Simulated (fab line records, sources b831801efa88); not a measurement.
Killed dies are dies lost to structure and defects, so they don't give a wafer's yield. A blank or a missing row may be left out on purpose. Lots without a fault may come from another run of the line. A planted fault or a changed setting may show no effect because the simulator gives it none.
Which tool did it? | flow gf180mcu | 14 lots, 42 wafers sampled, at 4 steps of a route of 602

WHAT THE GAUGES READ, wafer by wafer
GF_CONTACT_THK_MEAS_01. Usual: CONTACT_CVD_00_THK 300 nm, standard deviation 3.4.
lot  | measured     | on            | CONTACT_CVD_00_THK (nm) | flag
L232 | day 15 07:12 | film_metro-03 | 295 297 297             |
L233 | day 15 15:44 | film_metro-02 | 301 302 300             |
L235 | day 16 04:52 | film_metro-02 | 301 299 298             |
L239 | day 17 17:18 | film_metro-03 | 299 301 300             |
L247 | day 20 17:22 | film_metro-02 | 300 303 297             |
L249 | day 21 08:14 | film_metro-03 | 302 309 301             |
L250 | day 21 16:53 | film_metro-02 | 307 298 302             |
L251 | day 21 23:20 | film_metro-03 | 305 297 300             |
L252 | day 22 13:25 | film_metro-04 | 294 296 301             |
L253 | day 22 20:43 | film_metro-04 | 296 299 301             |
L254 | day 23 09:15 | film_metro-04 | 299 300 303             |
L255 | day 23 17:27 | film_metro-04 | 304 304 307             |

WHICH TOOL RAN EACH LOT (tool, then ch and the chambers of the sampled wafers, then the start)
lot  | GF_VT_IMPLANT_EXPOSE_37             | GF_SAB_STRIP_13                      | GF_SALICIDE_RTA_08
L232 | iline_stepper-01 ch 0, day 7 06:51  | plasma_asher-02 ch 0,1, day 15 06:27 | rtp_anneal-02 ch 0, day 15 07:04
L233 | iline_stepper-02 ch 0, day 7 14:10  | plasma_asher-01 ch 0,1, day 15 14:58 | rtp_anneal-02 ch 0, day 15 15:35
L235 | iline_stepper-02 ch 0, day 8 01:19  | plasma_asher-03 ch 0,1, day 16 04:07 | rtp_anneal-02 ch 0, day 16 04:44
L236 | iline_stepper-02, day 8 09:04       | -                                    | -
L237 | iline_stepper-01, day 8 11:37       | -                                    | -
L239 | iline_stepper-02 ch 0, day 9 02:59  | plasma_asher-02 ch 0, day 17 16:32   | rtp_anneal-02 ch 0, day 17 17:10
L247 | iline_stepper-02 ch 0, day 11 08:44 | plasma_asher-01 ch 0,1, day 20 16:35 | rtp_anneal-01 ch 0, day 20 17:11
L249 | iline_stepper-01 ch 0, day 11 21:37 | plasma_asher-02 ch 0,1, day 21 07:29 | rtp_anneal-01 ch 0, day 21 08:06
L250 | iline_stepper-01 ch 0, day 12 05:00 | plasma_asher-01 ch 0,1, day 21 15:58 | rtp_anneal-01 ch 0, day 21 16:44
L251 | iline_stepper-02 ch 0, day 12 11:49 | plasma_asher-01 ch 0,1, day 21 22:34 | rtp_anneal-01 ch 0, day 21 23:11
L252 | iline_stepper-02 ch 0, day 12 21:05 | plasma_asher-02 ch 0,1, day 22 12:38 | rtp_anneal-01 ch 0, day 22 13:16
L253 | iline_stepper-02 ch 0, day 13 08:04 | plasma_asher-02 ch 0,1, day 22 19:58 | rtp_anneal-01 ch 0, day 22 20:35
L254 | iline_stepper-02 ch 0, day 13 16:50 | plasma_asher-03 ch 0,1, day 23 08:26 | rtp_anneal-01 ch 0, day 23 09:07
L255 | iline_stepper-01 ch 0, day 13 22:47 | plasma_asher-02 ch 0,1, day 23 16:42 | rtp_anneal-02 ch 0, day 23 17:19
- GF_VT_IMPLANT_EXPOSE_37: exposes mask Nwell HV AREA, target cd 860 nm.
- GF_SAB_STRIP_13: strips in O2/N2.
- GF_SALICIDE_RTA_08: time 30 s.

WHAT THE TOOLS THEMSELVES READ (means of the sampled wafers that have a number; where no wafer has one, the mark that the record gives instead)
GF_VT_IMPLANT_EXPOSE_37. Usual: exposure_dose_mJ_cm2 140.01, standard deviation 0.13; focus_offset_nm 0.0 nm, standard deviation 0.54.
lot  | tool             | exposure_dose_mJ_cm2 | focus_offset_nm (nm) | flag
L232 | iline_stepper-01 | 139.91               | 0.3                  |
L233 | iline_stepper-02 | 140.19               | 0.8                  |
L235 | iline_stepper-02 | 140.10               | -0.1                 |
L236 | iline_stepper-02 | -                    | -                    | OFF
L237 | iline_stepper-01 | -                    | -                    | OFF
L239 | iline_stepper-02 | 140.10               | -0.5                 |
L247 | iline_stepper-02 | 139.83               | 0.5                  |
L249 | iline_stepper-01 | 139.96               | -1.0                 |
L250 | iline_stepper-01 | 139.90               | -0.7                 |
L251 | iline_stepper-02 | 140.03               | -0.1                 |
L252 | iline_stepper-02 | 139.99               | 0.6                  |
L253 | iline_stepper-02 | 139.83               | 0.0                  |
L254 | iline_stepper-02 | 139.92               | -0.9                 |
L255 | iline_stepper-01 | 139.96               | 0.3                  |

GF_SAB_STRIP_13. Usual: drypump_motor_current_A 5.5 A, standard deviation 0.39; heater_power_w 331 W, standard deviation 25; oes_product_au 0.709 a.u., standard deviation 0.0044; strip_time_to_endpoint_s 12.62 s, standard deviation 0.034.
lot  | tool            | drypump_motor_current_A (A) | heater_power_w (W) | oes_product_au (a.u.) | strip_time_to_endpoint_s (s) | flag
L232 | plasma_asher-02 | 5.2                         | 334                | 0.707                 | 12.62                        |
L233 | plasma_asher-01 | 5.9                         | 332                | 0.708                 | 12.63                        |
L235 | plasma_asher-03 | 6.0                         | 287                | 0.709                 | 12.64                        |
L239 | plasma_asher-02 | 5.3                         | 319                | 0.711                 | 12.65                        |
L247 | plasma_asher-01 | 5.8                         | 336                | 0.711                 | 12.61                        |
L249 | plasma_asher-02 | 5.2                         | 336                | 0.710                 | 12.58                        |
L250 | plasma_asher-01 | 5.8                         | 335                | 0.711                 | 12.60                        |
L251 | plasma_asher-01 | 5.8                         | 330                | 0.711                 | 12.57                        |
L252 | plasma_asher-02 | 5.1                         | 351                | 0.714                 | 12.63                        |
L253 | plasma_asher-02 | 5.1                         | 350                | 0.708                 | 12.64                        |
L254 | plasma_asher-03 | 6.0                         | 301                | 0.712                 | 12.61                        |
L255 | plasma_asher-02 | 5.1                         | 355                | 0.706                 | 12.62                        |

GF_SALICIDE_RTA_08. Usual: lamp_power_pct 17.3 %, standard deviation 1.5; wafer_temp_C_max 804.9, standard deviation 1.9.
lot  | tool          | lamp_power_pct (%) | wafer_temp_C_max | flag
L232 | rtp_anneal-02 | 15.8               | 803.0            |
L233 | rtp_anneal-02 | 15.8               | 803.3            |
L235 | rtp_anneal-02 | 15.8               | 803.3            |
L239 | rtp_anneal-02 | 15.8               | 802.3            |
L247 | rtp_anneal-01 | 18.8               | 805.8            |
L249 | rtp_anneal-01 | 18.9               | 806.5            |
L250 | rtp_anneal-01 | 18.8               | 807.2            |
L251 | rtp_anneal-01 | 18.8               | 806.7            |
L252 | rtp_anneal-01 | 18.9               | 806.6            |
L253 | rtp_anneal-01 | 18.8               | 806.2            |
L254 | rtp_anneal-01 | 18.8               | 807.1            |
L255 | rtp_anneal-02 | 15.8               | 803.2            |

THE ANSWER, worked out from the rows above alone
Rule: a lot is off if the mean of its wafers that have a number lies more than 3 standard deviations from the usual mean. A lot without any number at a reading at which 4 lots or more have one is off too. The other lots that the step has rows for count as sound. The gauges are gone through in route order, then the tools' own readings, and for those a lot's mean is taken as printed above. The first step at which some lot is off is used, and at that step the reading that is off furthest; a lot without a number counts as furthest.
Off: L236, L237, at GF_VT_IMPLANT_EXPOSE_37 (exposure_dose_mJ_cm2). Without a number there: L236, L237.
A tool fits if, at that step or a process step before it, it ran every lot that is off, and no sound lot after the first of them. None of those tried fits.

WHAT THE SIMULATOR HAD PUT IN
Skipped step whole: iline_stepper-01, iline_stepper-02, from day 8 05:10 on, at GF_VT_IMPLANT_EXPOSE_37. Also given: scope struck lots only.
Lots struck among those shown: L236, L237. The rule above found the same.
